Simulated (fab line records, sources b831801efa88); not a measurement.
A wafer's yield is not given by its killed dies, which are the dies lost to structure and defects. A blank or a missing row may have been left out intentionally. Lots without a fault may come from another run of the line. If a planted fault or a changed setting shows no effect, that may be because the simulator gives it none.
A lot that was struck, set against a sound lot | flow sky130 | 36 out of 708 route steps
Sound: these wafers, L207.1, L207.2, L207.4. Struck: wafers L199.2, L199.3, L199.6. At the end, the cause is stated.
Per side, at each step with rows, come the tool, then ch with its chambers, and then its first start. Under that, the readings that differ: sound wafers | struck wafers | difference of the means | sigmas: that difference in standard deviations of wafers without a fault.
alike: readings whose means differ by less than 2 such deviations, and words and numbers that are the same on both sides. not compared: withheld readings, readings that some wafer has no value for, bounds like >300 that may hide the same value, and numbers for which the record gives no deviation and whose values overlap.
The two part at a step that has a row with sigmas, a row that says differs or no value, or rows on one side only. Non-overlapping numbers with no deviation appear without sigmas and do not part them. Lack of a reading on every wafer of one side parts them only where that side has two or more wafers.

first, 10 steps without rows for these wafers: SKY_GATE_OXIDE_COAT_05 (resist thk 1140 nm); SKY_GATE_OXIDE_SOFTBAKE_06 (time 60 s); SKY_GATE_OXIDE_EXPOSE_07 (exposes mask LVOM, target cd 600 nm); SKY_GATE_OXIDE_PEB_08; SKY_GATE_OXIDE_DEVELOP_09 (develop time 60 s); SKY_GATE_OXIDE_IMPLANT_11; SKY_GATE_OXIDE_WET_ETCH_12 (etches SiO2 in dHF, target depth 16.8 nm, time 336 s); SKY_GATE_OXIDE_STRIP_13 (strips in O2/N2); SKY_GATE_OXIDE_CLEAN_15 (cleans in SC1/SC2, time 150 s); SKY_GATE_OXIDE_OXIDATION_16 (stabilise 600 s, purge 300 s, target thk 3.57 nm).
SKY_POLY_GATE_CVD_00: deposits poly-Si, target thk 180 nm, time 720 s.
  sound on lpcvd-01 ch 0, day 21 07:04; struck on lpcvd-01 ch 1, day 18 09:11
  reading                                       | sound             | struck            | difference | sigmas
  spike tc centre C (C)                         | 622.1 623.2 620.1 | 586.1 586.1 587.6 | -35.2      | -35
  spike tc lower C (C)                          | 618.9 619.3 620.9 | 625.7 625.9 626.4 | +6.3       | +5
  spike tc upper C (C)                          | 620.7 618.5 617.4 | 626.6 625.8 624.9 | +6.9       | +5
  zone power centre pct (%)                     | 10.0 10.0 9.8     | 3.6 3.5 3.6       | -6.4       | -15
  zone power lower pct (%)                      | 8.67 8.60 8.77    | 11.10 11.06 11.04 | +2.39      | +13
  zone power upper pct (%)                      | 8.2 8.2 8.2       | 12.9 13.0 12.7    | +4.7       | +6
  model.poly-Si_of_POLY_GATE_CVD_00.thk nm (nm) | 182.1 180.1 181.7 | 150.2 157.9 174.1 | -20.6      |
SKY_POLY_GATE_THK_MEAS_01:
  sound on film metro-01 at day 21 08:16; struck on film metro-01 at day 18 11:00
  reading                   | sound             | struck            | difference | sigmas
  POLY_GATE_CVD_00_THK (nm) | 181.9 180.2 181.8 | 150.2 157.9 174.1 | -20.6      | -12
then, 9 steps without rows for these wafers: SKY_RES_PROTECT_DEHYDRATE_00 (time 60 s); SKY_RES_PROTECT_HMDS_01 (prime time 60 s); SKY_RES_PROTECT_COAT_02 (resist thk 1140 nm); SKY_RES_PROTECT_SOFTBAKE_03 (time 60 s); SKY_RES_PROTECT_EXPOSE_04 (exposes mask RPM, target cd 1270 nm); SKY_RES_PROTECT_PEB_05; SKY_RES_PROTECT_DEVELOP_06 (develop time 60 s); SKY_POLY_GATE_IMPLANT_02; SKY_RES_PROTECT_STRIP_07 (strips in O2/N2).
SKY_RES_PROTECT_CLEAN_09: cleans in SC1/SC2, time 150 s.
  sound on wet bench-04 ch 3, day 22 15:03; struck on wet bench-02 ch 1, day 19 17:58
  reading                                       | sound           | struck            | difference | sigmas
  model.poly-Si_of_POLY_GATE_CVD_00.thk nm (nm) | 181.5 179.5 181 | 149.5 157.3 173.4 | -20.6      |
then, 11 steps without rows for these wafers: SKY_POLY_GATE_CVD_03 (deposits Si3N4 from DCS/NH3, target thk 75 nm, time 1290 s); SKY_POLY_GATE_DEHYDRATE_05 (time 60 s); SKY_POLY_GATE_HMDS_06 (prime time 60 s); SKY_POLY_GATE_COAT_07 (resist thk 110 nm); SKY_POLY_GATE_COAT_08 (resist thk 450 nm); SKY_POLY_GATE_SOFTBAKE_09 (time 90 s); SKY_POLY_GATE_EXPOSE_10 (exposes mask P1M, target cd 150 nm); SKY_POLY_GATE_PEB_11; SKY_POLY_GATE_DEVELOP_12 (develop time 60 s); SKY_POLY_GATE_ETCH_15 (etches BARC in N2/H2, stops on SiO2, time 118.5 s, target depth 110 nm); SKY_POLY_GATE_ETCH_16 (etches Si3N4 in CH3F/O2, stops on poly-Si, time 147.5 s, target depth 75 nm).
SKY_POLY_GATE_ETCH_17: etches poly-Si in HBr/Cl2, stops on SiO2, target depth 180 nm, time 70.5 s.
  sound on rie si-01 ch 0,2,3, day 23 22:51; struck on rie si-01 ch 1,3, day 21 02:41
  reading                               | sound             | struck            | difference | sigmas
  oes product au (a.u.)                 | 0.977 0.984 0.990 | 0.882 0.907 0.975 | -0.062     | -9
  model.etch.depth nm (nm)              | 178.3 177.6 181   | 149.5 157.3 173.4 | -18.9      |
  model.POLY_GATE.feature depth nm (nm) | 178.3 177.6 181   | 149.5 157.3 173.4 | -18.9      |
  alike: drypump motor current A, mfc cl2 sccm, throttle valve pct
  not compared: rf hours counter h
then, 1 step without rows for these wafers: SKY_POLY_GATE_STRIP_18 (strips in O2/N2).
-- a jump in the record: the struck wafers' starts before and after are 28 days apart (it breaks off in module POLY_GATE and resumes in module PAD_OPEN, where the first step shown is number 708 of the route) --
SKY_PAD_OPEN_PROBE_99:
  sound on prober-01 at day 50 11:22; struck on prober-01 at day 48 19:22
  reading                             | sound             | struck            | difference | sigmas
  model.etest.res high po.line ohm um | 713.9 718.2 720.3 | 878.9 804.9 757.5 | +96.3      |
  model.etest.res poly.line ohm um    | 490 489.3 492.3   | 596.4 567.9 530.1 | +74.3      |
  model.etest.res high po.rs ohm sq   | 249.9 255.7 254.3 | 309.6 281 264.1   | +31.6      |
  model.etest.res poly.rs ohm sq      | 46.84 47.58 47.33 | 57.12 53.13 48.88 | +5.79      |
  model.etest.cap li to poly.c af um2 | 100.4 98.02 99.06 | 94.58 93.33 96.18 | -4.46      |
  alike: killed_at_M0_to_M3, killed_at_M4_up, killed at contacts, killed at front end, killed at other, killed dies, killed open, killed short
  not compared: model.etest.tip sonos.rs ohm sq

## WHERE THEY PART
Last at SKY_POLY_GATE_ETCH_17 as far as this record goes, first at SKY_POLY_GATE_CVD_00. Later steps at which nothing parts them and some readings are alike: SKY_PAD_OPEN_PROBE_99.

WHY: the cause the simulator had injected
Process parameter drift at SKY_POLY_GATE_CVD_00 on lpcvd-01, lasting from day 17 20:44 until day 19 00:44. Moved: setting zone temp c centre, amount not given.
